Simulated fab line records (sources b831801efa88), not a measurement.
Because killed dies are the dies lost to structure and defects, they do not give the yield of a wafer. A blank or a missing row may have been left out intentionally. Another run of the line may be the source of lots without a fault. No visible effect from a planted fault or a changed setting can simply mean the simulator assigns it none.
Chamber matching / flow sky130 / SKY_PAD_OPEN_ETCH_07 on rie diel-02 has 4 sister chambers
The step etches the open film in CF4/O2, stops on AlCu, target depth 725 nm, time 161.1 s. 20 wafers are shown with their chamber, then 10 later ones without.

WAFERS PAIRED WITH THEIR CHAMBERS
wafer=L075.1; chamber=1; drypump motor current A (A)=5.8; oes product au (a.u.)=0.970; throttle valve pct (%)=5.962
wafer=L075.3; chamber=0; drypump motor current A (A)=5.7; oes product au (a.u.)=0.979; throttle valve pct (%)=5.970
wafer=L075.5; chamber=0; drypump motor current A (A)=5.7; oes product au (a.u.)=0.983; throttle valve pct (%)=5.962
wafer=L079.1; chamber=0; drypump motor current A (A)=5.7; oes product au (a.u.)=0.967; throttle valve pct (%)=5.969
wafer=L079.2; chamber=1; drypump motor current A (A)=5.8; oes product au (a.u.)=0.969; throttle valve pct (%)=5.971
wafer=L079.3; chamber=3; drypump motor current A (A)=5.3; oes product au (a.u.)=0.956; throttle valve pct (%)=5.959
wafer=L079.4; chamber=2; drypump motor current A (A)=6.2; oes product au (a.u.)=0.988; throttle valve pct (%)=5.967
wafer=L079.5; chamber=1; drypump motor current A (A)=5.8; oes product au (a.u.)=0.981; throttle valve pct (%)=5.960
wafer=L079.6; chamber=0; drypump motor current A (A)=5.7; oes product au (a.u.)=0.988; throttle valve pct (%)=5.977
wafer=L083.1; chamber=2; drypump motor current A (A)=6.2; oes product au (a.u.)=0.980; throttle valve pct (%)=5.963
wafer=L083.2; chamber=0; drypump motor current A (A)=5.7; oes product au (a.u.)=0.984; throttle valve pct (%)=5.962
wafer=L083.4; chamber=1; drypump motor current A (A)=5.8; oes product au (a.u.)=0.992; throttle valve pct (%)=5.960
wafer=L088.1; chamber=0; drypump motor current A (A)=5.7; oes product au (a.u.)=0.980; throttle valve pct (%)=5.967
wafer=L088.2; chamber=2; drypump motor current A (A)=6.3; oes product au (a.u.)=0.985; throttle valve pct (%)=5.970
wafer=L088.3; chamber=1; drypump motor current A (A)=5.8; oes product au (a.u.)=0.976; throttle valve pct (%)=5.967
wafer=L088.4; chamber=3; drypump motor current A (A)=5.3; oes product au (a.u.)=0.977; throttle valve pct (%)=5.972
wafer=L088.5; chamber=2; drypump motor current A (A)=6.2; oes product au (a.u.)=0.989; throttle valve pct (%)=5.969
wafer=L088.6; chamber=3; drypump motor current A (A)=5.4; oes product au (a.u.)=0.974; throttle valve pct (%)=5.958
wafer=L089.1; chamber=1; drypump motor current A (A)=5.8; oes product au (a.u.)=0.976; throttle valve pct (%)=5.975
wafer=L089.2; chamber=3; drypump motor current A (A)=5.4; oes product au (a.u.)=0.963; throttle valve pct (%)=5.959

SIGNATURES (averages over the wafers above)
reading=drypump motor current A; chamber 0=5.700; chamber 1=5.800; chamber 2=6.225; chamber 3=5.350; scatter within a chamber=0.0331
reading=oes product au; chamber 0=0.98017; chamber 1=0.97733; chamber 2=0.98550; chamber 3=0.96750; scatter within a chamber=0.0077
reading=throttle valve pct; chamber 0=5.96783; chamber 1=5.96583; chamber 2=5.96725; chamber 3=5.96200; scatter within a chamber=0.00568
Rule: for each reading, subtract the chamber's mean from the wafer's reading, divide by that reading's scatter and square the result; add these up over the readings and take the root, which gives the wafer's distance from the chamber. If the next closest chamber is less than 2 further off than the closest, the wafer can't be placed; otherwise it belongs to the closest. How the scatter is found: for the shown wafers, subtract from each reading the mean of its chamber, square and add these, divide the total by (wafers less chambers), then take the root.

WAFERS WITHOUT THEIR CHAMBER
wafer=L089.3; drypump motor current A (A)=5.7; oes product au (a.u.)=0.978; throttle valve pct (%)=5.958
wafer=L089.4; drypump motor current A (A)=6.2; oes product au (a.u.)=0.987; throttle valve pct (%)=5.959
wafer=L089.5; drypump motor current A (A)=5.8; oes product au (a.u.)=0.982; throttle valve pct (%)=5.979
wafer=L089.6; drypump motor current A (A)=6.2; oes product au (a.u.)=0.975; throttle valve pct (%)=5.969
wafer=L095.2; drypump motor current A (A)=5.7; oes product au (a.u.)=0.981; throttle valve pct (%)=5.969
wafer=L095.3; drypump motor current A (A)=5.8; oes product au (a.u.)=0.982; throttle valve pct (%)=5.967
wafer=L095.4; drypump motor current A (A)=5.3; oes product au (a.u.)=0.979; throttle valve pct (%)=5.971
wafer=L096.1; drypump motor current A (A)=5.3; oes product au (a.u.)=0.971; throttle valve pct (%)=5.961
wafer=L096.5; drypump motor current A (A)=5.7; oes product au (a.u.)=0.986; throttle valve pct (%)=5.971
wafer=L096.6; drypump motor current A (A)=5.3; oes product au (a.u.)=0.965; throttle valve pct (%)=5.969

WHICH CHAMBER EACH ONE RAN IN
wafer=L089.3; from the rows above=can't be placed: 0 or 1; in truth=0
wafer=L089.4; from the rows above=2; in truth=2
wafer=L089.5; from the rows above=can't be placed: 1 or 0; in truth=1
wafer=L089.6; from the rows above=2; in truth=2
wafer=L095.2; from the rows above=0; in truth=0
wafer=L095.3; from the rows above=1; in truth=1
wafer=L095.4; from the rows above=3; in truth=3
wafer=L096.1; from the rows above=3; in truth=3
wafer=L096.5; from the rows above=0; in truth=0
wafer=L096.6; from the rows above=3; in truth=3
Correct placement for 8 of the 10. From these rows, 2 cannot be placed; in 2 the true chamber is one of the candidates. Wrongly placed: 0.
